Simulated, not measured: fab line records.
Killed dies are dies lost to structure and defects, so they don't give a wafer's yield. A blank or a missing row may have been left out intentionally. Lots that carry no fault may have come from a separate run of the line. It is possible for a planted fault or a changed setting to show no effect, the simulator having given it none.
Which of the tools did it?    flow gf180mcu    39 wafers from 13 lots sampled at 5 of the route's 602 steps

## WHAT THE GAUGES READ, wafer by wafer
GF_VT_IMPLANT_TW_MEAS_10. Usual: VT_IMPLANT_TW gives 569.0 (standard deviation 2.7).
lot   measured      on             VT_IMPLANT_TW      flag
L939  day 5 13:13   film metro-04  566.3 567.2 568.6  
L940  day 5 20:31   film metro-03  567.2 568.5 566.6  
L942  day 6 14:12   film metro-04  567.3 563.2 567.0  
L943  day 6 23:55   film metro-03  569.4 569.6 569.3  
L944  day 7 01:20   film metro-04  565.6 566.5 567.6  
L945  day 7 04:27   film metro-03  570.3 566.9 568.8  
L946  day 7 13:29   film metro-01  573.7 570.9 571.7  
L949  day 8 05:34   film metro-03  567.9 567.5 570.1  
L953  day 9 06:36   film metro-04  565.7 566.9 568.3  
L954  day 9 12:02   film metro-01  569.3 570.0 567.0  
L959  day 10 20:25  film metro-04  570.9 568.3 572.6  
L961  day 11 05:29  film metro-04  565.9 563.6 567.3  
L962  day 11 18:19  film metro-03  570.4 568.5 571.4  

GF_HV_LDD_OVL_MEAS_08. Usual: HV_LDD_OVL gives 0.5 nm (standard deviation 1.3).
lot   measured      on          HV_LDD_OVL (nm)  flag
L939  day 10 00:37  overlay-02  0.2 0.8 0.7      
L940  day 10 06:33  overlay-02  -1.2 -0.3 -0.6   
L942  day 11 04:17  overlay-02  0.4 2.7 1.6      
L943  day 11 14:32  overlay-02  -1.9 0.6 -0.5    
L944  day 11 15:08  overlay-02  1.1 0.3 0.8      
L945  day 11 19:46  overlay-02  1.4 0.9 2.0      
L946  day 12 07:57  overlay-02  0.9 -1.7 -0.8    
L949  day 13 03:04  overlay-01  -0.9 1.5 1.8     
L953  day 14 08:40  overlay-01  1.3 1.6          
L954  day 14 16:55  overlay-01  -2.1 -1.7 -1.0   
L959  day 16 04:10  overlay-01  1.7 1.3 0.8      
L961  day 16 17:59  overlay-01  2.7 2.4 3.1      
L962  day 17 06:49  overlay-02  0.1 0.0 -1.1     

GF_HV_LDD_CD_MEAS_19: the cd target is 400 nm. Usual: cd nm reads 399.9 nm (standard deviation 2.2).
lot   measured      on         cd nm (nm)         flag
L939  day 10 19:01  cd sem-01  404.0 404.6 401.6  
L940  day 11 00:43  cd sem-02  400.8 401.7 402.5  
L942  day 11 23:29  cd sem-02  401.1 400.6 400.3  
L943  day 12 08:53  cd sem-02  395.8 398.0 398.5  
L944  day 12 11:07  cd sem-02  398.3 398.2 399.3  
L945  day 12 15:12  cd sem-01  403.8 404.0 401.4  
L946  day 13 03:52  cd sem-02  399.8 398.5 401.7  
L949  day 13 23:27  cd sem-02  398.2 399.8 398.6  
L953  day 15 06:35  cd sem-01  403.4 401.1        
L954  day 15 14:58  cd sem-02  397.3 398.8 396.2  
L959  day 17 02:50  cd sem-02  403.3 402.7 402.7  
L961  day 17 16:50  cd sem-01  400.5 401.7 402.8  
L962  day 18 06:32  cd sem-02  399.0 398.0 397.4  

## EACH LOT AND THE TOOL THAT RAN IT (in order: tool; ch and the chambers of the sampled wafers; start)
lot   GF_POLY_GATE_ETCH_13              GF_POLY_GATE_STRIP_14
L939  rie si-01 ch 0,1,2, day 9 04:02   plasma asher-03 ch 0,1, day 9 04:05
L940  rie si-01 ch 0,1,3, day 9 10:44   plasma asher-01 ch 0,1, day 9 10:50
L942  rie si-01 ch 1,3, day 10 06:58    plasma asher-04 ch 0,1, day 10 07:02
L943  rie si-02 ch 1,2, day 10 18:07    plasma asher-01 ch 0,1, day 10 18:10
L944  rie si-01 ch 1,3, day 10 18:55    plasma asher-04 ch 0,1, day 10 18:59
L945  rie si-01 ch 0,2, day 10 23:28    plasma asher-01 ch 0,1, day 10 23:31
L946  rie si-02 ch 1,2,3, day 11 10:54  plasma asher-01 ch 0,1, day 11 10:58
L949  rie si-01 ch 0,1,2, day 12 05:28  plasma asher-03 ch 0,1, day 12 05:31
L953  rie si-02 ch 0,1,2, day 13 09:56  plasma asher-04 ch 0,1, day 13 10:02
L954  rie si-01 ch 1,2,3, day 13 17:47  plasma asher-01 ch 0,1, day 13 17:50
L959  rie si-01 ch 0,1,3, day 15 05:28  plasma asher-03 ch 0,1, day 15 05:31
L961  rie si-01 ch 1,2,3, day 15 17:46  plasma asher-04 ch 0,1, day 15 17:49
L962  rie si-01 ch 1,2,3, day 16 06:31  plasma asher-04 ch 0,1, day 16 06:35
- GF_POLY_GATE_ETCH_13: etches poly-Si in HBr/Cl2, stops on SiO2, target depth 198.5 nm, time 69.6 s.
- GF_POLY_GATE_STRIP_14: strips in O2/N2.

## AS READ BY THE TOOLS THEMSELVES (means over the sampled wafers that have a number; for cases with no such wafer, the mark the record gives instead)
GF_POLY_GATE_ETCH_13. Usual: drypump motor current A 5.5 A, standard deviation 0.35; oes product au 0.990 a.u., standard deviation 0.0079; throttle valve pct 33.684 %, standard deviation 0.0091.
lot   tool       drypump motor current A (A)  oes product au (a.u.)  throttle valve pct (%)  flag
L939  rie si-01  5.5                          0.997                  33.678                  
L940  rie si-01  5.5                          0.995                  33.683                  
L942  rie si-01  5.4                          0.990                  33.687                  
L943  rie si-02  5.7                          0.996                  33.687                  
L944  rie si-01  5.6                          0.995                  33.684                  
L945  rie si-01  5.5                          0.991                  33.681                  
L946  rie si-02  5.6                          0.980                  33.691                  
L949  rie si-01  5.5                          0.991                  33.686                  
L953  rie si-02  5.8                          0.896                  33.675                  OFF
L954  rie si-01  5.4                          0.990                  33.688                  
L959  rie si-01  5.5                          0.985                  33.681                  
L961  rie si-01  5.4                          0.982                  33.688                  
L962  rie si-01  5.4                          0.992                  33.682                  

GF_POLY_GATE_STRIP_14. Usual: drypump motor current A 6.0 A, standard deviation 0.43; heater power w 326 W, standard deviation 30; oes product au 0.504 a.u., standard deviation 0.0045.
lot   tool             drypump motor current A (A)  heater power w (W)  oes product au (a.u.)  flag
L939  plasma asher-03  5.9                          301                 0.505                  
L940  plasma asher-01  6.4                          332                 0.504                  
L942  plasma asher-04  6.1                          363                 0.504                  
L943  plasma asher-01  6.1                          312                 0.506                  
L944  plasma asher-04  5.8                          352                 0.502                  
L945  plasma asher-01  6.0                          308                 0.504                  
L946  plasma asher-01  6.1                          316                 0.504                  
L949  plasma asher-03  6.0                          310                 0.508                  
L953  plasma asher-04  5.8                          351                 0.510                  
L954  plasma asher-01  6.4                          337                 0.508                  
L959  plasma asher-03  5.9                          301                 0.507                  
L961  plasma asher-04  6.1                          358                 0.503                  
L962  plasma asher-04  5.8                          350                 0.504                  

## THE ANSWER, worked out from the rows above alone
Rule: lot off if the mean of its wafers having a number is beyond 3 standard deviations from the usual mean. A lot without any number at a reading at which 4 lots or more have one is off too. All remaining lots with rows at the step are treated as sound. Order of review: gauges by route order, followed by the tools' own readings, for which a lot's mean as printed above is used. At the first step where some lot is off, the reading lying furthest off is the one used; lots without a number count as furthest.
Off, at GF_POLY_GATE_ETCH_13 on oes product au: L953.
If a tool, at that step or one of the process steps before it, ran each lot that is off and ran no sound lot following the first of them, it fits. One candidate fits, namely rie si-02 at GF_POLY_GATE_ETCH_13. Its last sound lot is L946 (day 11 10:54), its first lot that is off L953 (day 13 09:56): a fault that began between those two fits.
On the lots that are off, the tool's own readings at GF_POLY_GATE_ETCH_13 differ by more than 5 times the standard deviation of the sound lots' means, which bears it out; oes product au reads 0.896 a.u. there versus 0.990 a.u. on the sound lots.

## WHAT HAD BEEN PUT IN BY THE SIMULATOR
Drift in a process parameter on rie si-02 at GF_POLY_GATE_ETCH_13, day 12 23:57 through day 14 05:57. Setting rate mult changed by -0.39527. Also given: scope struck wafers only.
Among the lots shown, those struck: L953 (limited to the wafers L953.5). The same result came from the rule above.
